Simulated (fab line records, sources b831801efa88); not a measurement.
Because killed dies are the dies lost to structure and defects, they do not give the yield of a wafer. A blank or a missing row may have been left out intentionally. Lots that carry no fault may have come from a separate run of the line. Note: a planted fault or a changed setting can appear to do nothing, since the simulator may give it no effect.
Problem report in the 8D (eight disciplines) form, filled by code | flow gf180mcu | the parts of the form that need people (team, actions taken, sign-off) are left out

1. WHAT WENT WRONG
spin speed rpm at GF_TOP_METAL_COAT_09 reads a mean of 3144.2 rpm on 6 wafers of 2 lots; wafers without a fault read 3000.2 rpm with a standard deviation of 2.5. Relative to the usual mean, that is a shift of +58 standard deviations.
The step: resist thk 1500 nm.
Seen first at day 33 11:37 on litho track-03, wafer L423.2. The record has a number at this step for 42 wafers belonging to 14 lots. Rule for "out", or "out of limits": more than 4 standard deviations from the usual mean. All remaining wafers that have a number are taken as sound.

2. WHAT THIS IS AND IS NOT
question                    | is                     | is not
which readings at this step | spin speed rpm         | -
which lots                  | L423, L424             | L403, L404, L406, L408, L409, L410, L413, L414, L416, L417, L419, L421
which wafers of those lots  | all that have a number | -
read on which tools         | litho track-03         | litho track-02, litho track-04
when                        | from day 33 11:37      | up to then (36 sound wafers)

3. SUSPECTS, AND WHAT RULES EACH OUT
Counting: a tool stays on the suspect list if, at a process step up to the reading, it processed all lots that are out and no sound lot following the first of them.
- pvd sputter-04 at GF_V5_SPUTTER_21 (material Ti, target thk 15 nm, time 80.02 s): kept. All lots that are out passed through it, beginning with L423 at day 33 03:37, and no sound lot followed; its final sound lot before that point was L421 at day 32 14:09.
- pvd sputter-02 at GF_TOP_METAL_SPUTTER_01 (material TiN, target thk 30 nm, time 25 s): kept. All lots that are out passed through it, beginning with L423 at day 33 04:24, and no sound lot followed; its final sound lot before that point was L421 at day 32 14:56.
- litho track-03 at GF_TOP_METAL_COAT_09 (resist thk 1500 nm): kept. All lots that are out passed through it, beginning with L423 at day 33 11:37, and no sound lot followed; its final sound lot before that point was L416 at day 31 20:01. Its own readings are out on those wafers: spin speed rpm.
The count leaves pvd sputter-04 at GF_V5_SPUTTER_21, pvd sputter-02 at GF_TOP_METAL_SPUTTER_01, and litho track-03 at GF_TOP_METAL_COAT_09.

4. THE CAUSE (what the simulator had put in)
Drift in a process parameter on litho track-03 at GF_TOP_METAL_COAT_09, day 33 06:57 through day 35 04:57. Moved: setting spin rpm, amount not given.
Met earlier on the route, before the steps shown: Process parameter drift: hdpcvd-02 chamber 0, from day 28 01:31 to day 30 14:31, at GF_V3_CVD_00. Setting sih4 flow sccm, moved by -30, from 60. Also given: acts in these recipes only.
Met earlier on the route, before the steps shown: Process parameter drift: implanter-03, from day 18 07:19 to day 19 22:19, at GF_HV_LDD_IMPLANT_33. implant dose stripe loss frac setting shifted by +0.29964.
After counting, 3 suspects remain, this tool included.

5. THE CHAIN OF EFFECTS, in route order
Each row: a reading whose mean over the struck wafers that have a number lies more than 3 standard deviations from the usual. Readings are gone through only where the record gives a usual standard deviation; hours: the median, over the lots, of the time from a lot's start at the first step in this table giving one to that lot's start at this step; sigmas: the change measured in usual standard deviations.
hours | step                 | reading        | usual      | on struck wafers | change | sigmas
0     | GF_TOP_METAL_COAT_09 | spin speed rpm | 3000.2 rpm | 3144.2           | +144.0 | +58
Process steps it contains:
- GF_TOP_METAL_COAT_09: resist thk 1500 nm.

6. HOW IT WOULD HAVE BEEN CAUGHT EARLIER
In this record the first reading out of limits was taken at day 33 11:37, 5 hours after the fault began at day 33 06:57.
